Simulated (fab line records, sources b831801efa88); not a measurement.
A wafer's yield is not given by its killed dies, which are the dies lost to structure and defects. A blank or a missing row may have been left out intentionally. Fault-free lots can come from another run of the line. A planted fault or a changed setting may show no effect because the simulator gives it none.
Matching of chambers || flow gf180mcu || 4 sister chambers for GF_V2_CMP_26 on cmp-02
The step polishes, stops on SiO2, t overpolish 15 s, target thk 0 nm. 16 wafers are shown with their chamber, then 8 later ones without.

WAFERS, EACH WITH ITS CHAMBER
{"wafer": "L621.2", "chamber": 1, "motorCurrentA (A)": 11.0, "timeToEndpointS (s)": 76, "slurryFlowMlMin": 149.1}
{"wafer": "L621.5", "chamber": 2, "motorCurrentA (A)": 12.1, "timeToEndpointS (s)": 81, "slurryFlowMlMin": 150.1}
{"wafer": "L621.6", "chamber": 1, "motorCurrentA (A)": 11.4, "timeToEndpointS (s)": 73, "slurryFlowMlMin": 149.2}
{"wafer": "L623.1", "chamber": 0, "motorCurrentA (A)": 11.3, "timeToEndpointS (s)": 84, "slurryFlowMlMin": 149.8}
{"wafer": "L623.2", "chamber": 1, "motorCurrentA (A)": 10.9, "timeToEndpointS (s)": 76, "slurryFlowMlMin": 150.0}
{"wafer": "L623.3", "chamber": 2, "motorCurrentA (A)": 12.1, "timeToEndpointS (s)": 80, "slurryFlowMlMin": 149.8}
{"wafer": "L624.2", "chamber": 0, "motorCurrentA (A)": 11.6, "timeToEndpointS (s)": 80, "slurryFlowMlMin": 150.4}
{"wafer": "L624.5", "chamber": 1, "motorCurrentA (A)": 10.5, "timeToEndpointS (s)": 72, "slurryFlowMlMin": 149.8}
{"wafer": "L624.6", "chamber": 0, "motorCurrentA (A)": 10.8, "timeToEndpointS (s)": 80, "slurryFlowMlMin": 149.8}
{"wafer": "L625.1", "chamber": 1, "motorCurrentA (A)": 11.3, "timeToEndpointS (s)": 77, "slurryFlowMlMin": 150.4}
{"wafer": "L625.3", "chamber": 2, "motorCurrentA (A)": 13.0, "timeToEndpointS (s)": 82, "slurryFlowMlMin": 149.8}
{"wafer": "L625.4", "chamber": 3, "motorCurrentA (A)": 10.7, "timeToEndpointS (s)": 85, "slurryFlowMlMin": 150.3}
{"wafer": "L630.3", "chamber": 3, "motorCurrentA (A)": 10.4, "timeToEndpointS (s)": 87, "slurryFlowMlMin": 150.2}
{"wafer": "L630.4", "chamber": 2, "motorCurrentA (A)": 12.3, "timeToEndpointS (s)": 83, "slurryFlowMlMin": 149.5}
{"wafer": "L630.5", "chamber": 1, "motorCurrentA (A)": 10.8, "timeToEndpointS (s)": 80, "slurryFlowMlMin": 150.1}
{"wafer": "L631.1", "chamber": 3, "motorCurrentA (A)": 10.5, "timeToEndpointS (s)": 92, "slurryFlowMlMin": 149.3}

SIGNATURES (means of the wafers above)
{"reading": "motorCurrentA", "chamber 0": 11.233, "chamber 1": 10.983, "chamber 2": 12.375, "chamber 3": 10.533, "scatter within a chamber": 0.35}
{"reading": "timeToEndpointS", "chamber 0": 81.33, "chamber 1": 75.67, "chamber 2": 81.50, "chamber 3": 88.00, "scatter within a chamber": 2.63}
{"reading": "slurryFlowMlMin", "chamber 0": 150.000, "chamber 1": 149.767, "chamber 2": 149.800, "chamber 3": 149.933, "scatter within a chamber": 0.443}
Rule: for each reading, subtract the chamber's mean from the wafer's reading, divide by that reading's scatter and square the result; add these up over the readings and take the root, which gives the wafer's distance from the chamber. The wafer belongs to the nearest chamber; if the next one is less than 2 further off, it can't be placed. The scatter: take each reading less its chamber's mean, square it, sum over the shown wafers, divide by the number of wafers less the number of chambers, and take the root.

WAFERS WHOSE CHAMBER IS MISSING
{"wafer": "L631.2", "motorCurrentA (A)": 11.3, "timeToEndpointS (s)": 98, "slurryFlowMlMin": 149.7}
{"wafer": "L631.6", "motorCurrentA (A)": 11.1, "timeToEndpointS (s)": 91, "slurryFlowMlMin": 149.7}
{"wafer": "L637.3", "motorCurrentA (A)": 11.4, "timeToEndpointS (s)": 92, "slurryFlowMlMin": 149.7}
{"wafer": "L637.5", "motorCurrentA (A)": 10.5, "timeToEndpointS (s)": 93, "slurryFlowMlMin": 149.4}
{"wafer": "L637.6", "motorCurrentA (A)": 12.0, "timeToEndpointS (s)": 90, "slurryFlowMlMin": 150.3}
{"wafer": "L642.2", "motorCurrentA (A)": 10.6, "timeToEndpointS (s)": 88, "slurryFlowMlMin": 149.3}
{"wafer": "L642.5", "motorCurrentA (A)": 11.1, "timeToEndpointS (s)": 93, "slurryFlowMlMin": 151.0}
{"wafer": "L642.6", "motorCurrentA (A)": 10.8, "timeToEndpointS (s)": 89, "slurryFlowMlMin": 149.4}

EACH ONE'S CHAMBER
{"wafer": "L631.2", "from the rows above": "can't be placed: 3 or 0", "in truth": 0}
{"wafer": "L631.6", "from the rows above": "can't be placed: 3 or 0", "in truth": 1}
{"wafer": "L637.3", "from the rows above": "can't be placed: 3 or 0 or 2", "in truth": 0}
{"wafer": "L637.5", "from the rows above": 3, "in truth": 3}
{"wafer": "L637.6", "from the rows above": "can't be placed: 2 or 0 or 3", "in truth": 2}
{"wafer": "L642.2", "from the rows above": 3, "in truth": 3}
{"wafer": "L642.5", "from the rows above": "can't be placed: 3 or 0", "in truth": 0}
{"wafer": "L642.6", "from the rows above": "can't be placed: 3 or 0", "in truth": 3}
Placed correctly: 2 of 8. These rows do not allow placing 6 (true chamber among the candidates in 5). Placed wrongly: 0.
